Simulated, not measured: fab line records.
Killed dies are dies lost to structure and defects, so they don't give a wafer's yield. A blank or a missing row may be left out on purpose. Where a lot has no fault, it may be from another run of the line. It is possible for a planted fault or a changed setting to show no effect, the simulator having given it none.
Comparing a struck lot with a sound one	flow sky130	16 out of 708 route steps
Sound: the wafers L394.2, L394.3, L394.5. The struck wafers were L401.3, L401.4, L401.5. The cause is given at the end.
For every step that has rows: the tool of each side, followed by ch and its chambers, followed by its first start. Under that, the readings that differ: sound wafers	struck wafers	difference of the means	sigmas: that difference in standard deviations of wafers without a fault.
alike: words and numbers the same on both sides, and readings whose means are apart by under 2 such deviations; not compared: readings that were withheld, readings missing a value for some wafer, numbers with overlapping values and no deviation given by the record, and bounds like >300 which may hide the same value.
Wherever a step has rows on one side only, a row that says differs or no value, or a row with sigmas, the two part there. Numbers that have no deviation but don't overlap get no sigmas and don't part them. Lack of a reading on every wafer of one side parts them only where that side has two or more wafers.

SKY_LI_CONTACT_BOW_MEAS_03:
  sound on film_metro-01 at day 28 07:27; struck on film_metro-01 at day 30 23:34
  alike: LI_CONTACT_BOW
then, 8 steps without rows for these wafers: SKY_LI_CONTACT_DEHYDRATE_04 (time 60 s); SKY_LI_CONTACT_HMDS_05 (prime time 60 s); SKY_LI_CONTACT_COAT_06 (resist thk 60 nm); SKY_LI_CONTACT_COAT_07 (resist thk 450 nm); SKY_LI_CONTACT_SOFTBAKE_08 (time 90 s); SKY_LI_CONTACT_EXPOSE_09 (exposes mask LICM1, target cd 170 nm); SKY_LI_CONTACT_PEB_10; SKY_LI_CONTACT_DEVELOP_11 (develop time 60 s).
SKY_LI_CONTACT_CD_MEAS_12 targets a cd of 170 nm.
  sound on cd_sem-02 at day 29 12:13; struck on cd_sem-02 at day 32 02:44
  alike: cd_nm
SKY_LI_CONTACT_OVL_MEAS_13:
  sound on overlay-01 at day 29 12:19; struck on overlay-01 at day 32 02:50
reading	sound	struck	difference	sigmas
LI_CONTACT_OVL (nm)	12 6 10	-5 -1 -2	-12	-2
SKY_LI_CONTACT_ETCH_14: etches BARC in N2/H2, stops on SiO2, time 45.9 s, target depth 60 nm.
  sound on rie_diel-02 ch 1,2,3, day 29 12:21; struck on rie_diel-02 ch 0,1,2, day 32 02:51
  alike: bias_w, chamber_pressure_mTorr, drypump_motor_current_A, h2_flow_sccm, oes_product_au, throttle_valve_pct
  not compared: rf_hours_counter_h
SKY_LI_CONTACT_ETCH_15: etches PSG in C4F8/O2/Ar, stops on Si, target depth 600 nm.
  sound on rie_diel-02 ch 1,2,3, day 29 12:24; struck on rie_diel-02 ch 0,1,2, day 32 02:54
  no value came back on the struck wafers for bias_w (W), chamber_pressure_mTorr (mTorr), oes_product_au (a.u.); on the sound wafers bias_w (W) reads 1195 1196 1198
reading	sound	struck	difference	sigmas
model.KrF-thick_of_LI_CONTACT_COAT_07.thk_nm (nm)	225.1 230.4 228	390.5 390.1 391.2	+162.8	
SKY_LI_CONTACT_STRIP_16: strips in O2/N2.
  sound on plasma_asher-02 ch 0,1, day 29 12:29; struck on plasma_asher-04 ch 0,1, day 32 03:01
reading	sound	struck	difference	sigmas
oes_product_au (a.u.)	0.362 0.376 0.379	0.442 0.455 0.457	+0.079	+16
strip_time_to_endpoint_s (s)	3.45 3.49 3.45	5.16 5.18 5.19	+1.71	+50
  alike: drypump_motor_current_A, o2_flow_sccm
  not compared: rf_hours_counter_h
then, 1 step without rows for these wafers: SKY_LI_CONTACT_CLEAN_17 (cleans in NMP, time 600 s).
-- here the record skips 16 days between the struck wafers' starts before and after, leaving off in module LI_CONTACT and picking up in module PAD_OPEN (first step shown: number 708 of the route) --
SKY_PAD_OPEN_PROBE_99:
  the record has rows for the struck wafers here (prober-01, day 48 07:28) and none for the sound ones

== WHERE THEY PART ==
At SKY_LI_CONTACT_OVL_MEAS_13 first; at SKY_PAD_OPEN_PROBE_99 last (within this record only).

WHY: what had been put in by the simulator
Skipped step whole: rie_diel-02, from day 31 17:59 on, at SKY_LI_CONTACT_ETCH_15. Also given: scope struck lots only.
